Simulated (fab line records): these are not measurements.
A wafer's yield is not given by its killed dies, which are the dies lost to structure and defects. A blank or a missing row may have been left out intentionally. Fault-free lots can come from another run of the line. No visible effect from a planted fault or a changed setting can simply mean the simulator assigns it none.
Which tool did it? -- flow gf180mcu -- 13 lots with 39 wafers sampled at 5 steps, on a route of 602 steps

## WHAT THE GAUGES READ, wafer by wafer
GF_HV_LDD_TW_MEAS_50. Usual: for HV_LDD_4_TW the level is 573 and the standard deviation is 4.4.
lot,measured,on,HV_LDD_4_TW,flag
L310,day 13 01:49,filmMetro-03,576 574 576,
L311,day 13 05:01,filmMetro-03,578 576 577,
L315,day 14 18:52,filmMetro-02,574 575 571,
L316,day 15 04:40,filmMetro-03,526 525 527,OFF
L317,day 15 12:29,filmMetro-02,529 527 526,OFF
L322,day 17 01:28,filmMetro-02,571 574 571,
L323,day 17 13:17,filmMetro-02,573 572 573,
L325,day 17 20:17,filmMetro-04,563 562 562,
L326,day 18 05:16,filmMetro-03,572 578 574,
L327,day 18 10:37,filmMetro-02,577 576 573,
L328,day 18 17:13,filmMetro-03,576 573 575,
L330,day 19 14:55,filmMetro-02,578 572 573,
L331,day 20 06:10,filmMetro-03,573 572 570,

GF_PSD_OVL_MEAS_08. Usual: for PSD_OVL the level is -0.6 nm and the standard deviation is 1.5.
lot,measured,on,PSD_OVL (nm),flag
L310,day 14 21:41,overlay-02,0.3 -0.1 -0.1,
L311,day 15 01:41,overlay-01,-3.6 -2.7 -0.7,
L315,day 16 17:47,overlay-01,0.1 0.3 -0.3,
L316,day 17 04:04,overlay-02,-0.5 -0.2 -0.8,
L317,day 17 12:45,overlay-02,-4.3 -1.3 -0.4,
L322,day 19 03:10,overlay-01,-1.3 0.3 0.9,
L323,day 19 16:30,overlay-02,1.8 1.3 0.4,
L325,day 19 23:08,overlay-01,-2.2 -5.6 -4.5,
L326,day 20 08:37,overlay-02,-1.4 -2.4 -2.3,
L327,day 20 13:29,overlay-02,-1.9 -2.0 -1.8,
L328,day 20 20:38,overlay-01,-0.9 -0.3 1.1,
L330,day 21 17:46,overlay-02,0.5 -0.4 1.0,
L331,day 22 08:47,overlay-01,-3.2 -1.6 -1.3,

## WHAT TOOL EACH LOT RAN ON (gives the tool, then ch and the chambers of the sampled wafers, and finally the start)
lot,GF_POLY_GATE_ETCH_12,GF_HV_LDD_IMPLANT_48,GF_PSD_SOFTBAKE_03
L310,"rieDiel-04 ch 0,2,3, day 9 19:13","implanter-03 ch 0, day 13 01:35","lithoTrack-03 ch 0, day 14 10:56"
L311,"rieDiel-04 ch 0,2,3, day 9 22:34","implanter-03 ch 0, day 13 04:46","lithoTrack-01 ch 0, day 14 14:34"
L315,"rieDiel-04 ch 1,2, day 11 05:34","implanter-02 ch 0, day 14 18:37","lithoTrack-01 ch 0, day 16 06:43"
L316,"rieDiel-04 ch 0,3, day 11 12:58","implanter-03 ch 0, day 15 04:25","lithoTrack-01 ch 0, day 16 16:16"
L317,"rieDiel-01 ch 0,2,3, day 11 20:13","implanter-03 ch 0, day 15 12:17","lithoTrack-01 ch 0, day 17 01:29"
L322,"rieDiel-02 ch 1,2,3, day 13 07:37","implanter-02 ch 0, day 17 01:13","lithoTrack-03 ch 0, day 18 14:48"
L323,"rieDiel-01 ch 0,1,2, day 13 18:13","implanter-01 ch 0, day 17 13:04","lithoTrack-04 ch 0, day 19 04:03"
L325,"rieDiel-04 ch 1,2,3, day 14 02:28","implanter-02 ch 0, day 17 20:04","lithoTrack-01 ch 0, day 19 10:46"
L326,"rieDiel-01 ch 0,2,3, day 14 09:10","implanter-03 ch 0, day 18 05:01","lithoTrack-01 ch 0, day 19 19:55"
L327,"rieDiel-01 ch 0,2,3, day 14 14:46","implanter-02 ch 0, day 18 10:23","lithoTrack-01 ch 0, day 20 01:29"
L328,"rieDiel-04 ch 0,1,2, day 14 19:55","implanter-03 ch 0, day 18 16:59","lithoTrack-01 ch 0, day 20 09:05"
L330,"rieDiel-04 ch 2,3, day 15 13:10","implanter-03 ch 0, day 19 14:40","lithoTrack-03 ch 0, day 21 06:06"
L331,"rieDiel-01 ch 0,1,2, day 16 04:01","implanter-03 ch 0, day 20 05:56","lithoTrack-03 ch 0, day 21 20:44"
- GF_POLY_GATE_ETCH_12: etches BARC in N2/H2.
- GF_HV_LDD_IMPLANT_48
- GF_PSD_SOFTBAKE_03: time 61.52 s.

## WHAT THE TOOLS THEMSELVES READ (means of the sampled wafers that have a number; where no wafer has one, the mark that the record gives instead)
GF_POLY_GATE_ETCH_12. Usual: drypumpMotorCurrentA 5.9 A, standard deviation 0.43; oesProductAu 0.736 a.u., standard deviation 0.0047; throttleValvePct 13.215 %, standard deviation 0.0084.
lot,tool,drypumpMotorCurrentA (A),oesProductAu (a.u.),throttleValvePct (%),flag
L310,rieDiel-04,6.2,0.736,13.210,
L311,rieDiel-04,6.2,0.735,13.220,
L315,rieDiel-04,6.4,0.732,13.214,
L316,rieDiel-04,6.2,0.736,13.214,
L317,rieDiel-01,5.9,0.734,13.217,
L322,rieDiel-02,5.5,0.732,13.212,
L323,rieDiel-01,5.7,0.737,13.210,
L325,rieDiel-04,6.3,0.735,13.223,
L326,rieDiel-01,5.9,0.735,13.215,
L327,rieDiel-01,5.9,0.741,13.216,
L328,rieDiel-04,6.2,0.735,13.213,
L330,rieDiel-04,6.4,0.738,13.217,
L331,rieDiel-01,5.7,0.735,13.206,

GF_HV_LDD_IMPLANT_48. Usual: beamEnergyKeV 25.002, standard deviation 0.0075; doseIonsCm2 3.001e+13, standard deviation 3.2e+10; faradayCurrentUA 169, standard deviation 3.5.
lot,tool,beamEnergyKeV,doseIonsCm2,faradayCurrentUA,flag
L310,implanter-03,25.002,2.998e+13,171,
L311,implanter-03,24.992,3.001e+13,165,
L315,implanter-02,25.002,3.001e+13,168,
L316,implanter-03,16.243,2.999e+13,169,OFF
L317,implanter-03,16.233,3.003e+13,174,OFF
L322,implanter-02,25.006,2.998e+13,171,
L323,implanter-01,24.993,3.000e+13,168,
L325,implanter-02,25.003,3.000e+13,171,
L326,implanter-03,25.001,3.001e+13,175,
L327,implanter-02,24.993,3.000e+13,169,
L328,implanter-03,25.011,3.001e+13,169,
L330,implanter-03,25.005,2.999e+13,169,
L331,implanter-03,25.003,3.003e+13,167,

GF_PSD_SOFTBAKE_03. Usual: plateSensorTCentreC 90.757 C, standard deviation 0.011; plateSensorTEdgeC 90.829 C, standard deviation 0.01.
lot,tool,plateSensorTCentreC (C),plateSensorTEdgeC (C),flag
L310,lithoTrack-03,90.749,90.824,
L311,lithoTrack-01,90.757,90.833,
L315,lithoTrack-01,90.755,90.826,
L316,lithoTrack-01,90.761,90.832,
L317,lithoTrack-01,90.750,90.821,
L322,lithoTrack-03,90.757,90.834,
L323,lithoTrack-04,90.760,90.830,
L325,lithoTrack-01,90.751,90.830,
L326,lithoTrack-01,90.753,90.822,
L327,lithoTrack-01,90.768,90.822,
L328,lithoTrack-01,90.759,90.834,
L330,lithoTrack-03,90.754,90.838,
L331,lithoTrack-03,90.753,90.840,

## THE ANSWER, worked out from the rows above alone
Rule: a lot is off if the mean of its wafers that have a number lies more than 3 standard deviations from the usual mean. A lot without any number at a reading at which 4 lots or more have one is off too. Any other lot the step has rows for is counted as sound. The gauges are gone through in route order, then the tools' own readings, and for those a lot's mean is taken as printed above. At the first step where some lot is off, the reading lying furthest off is the one used; lots without a number count as furthest.
Off: L316, L317, at GF_HV_LDD_TW_MEAS_50 (HV_LDD_4_TW).
If a tool, at a process step before that reading, ran all the lots that are off and no sound lot after the first of them, it fits. The gauges at GF_HV_LDD_TW_MEAS_50 aren't tried: what is off there is off at GF_HV_LDD_IMPLANT_48 too, on other tools, and a gauge's error can't cause that. None of those tried fits.

## WHAT THE SIMULATOR HAD INSERTED
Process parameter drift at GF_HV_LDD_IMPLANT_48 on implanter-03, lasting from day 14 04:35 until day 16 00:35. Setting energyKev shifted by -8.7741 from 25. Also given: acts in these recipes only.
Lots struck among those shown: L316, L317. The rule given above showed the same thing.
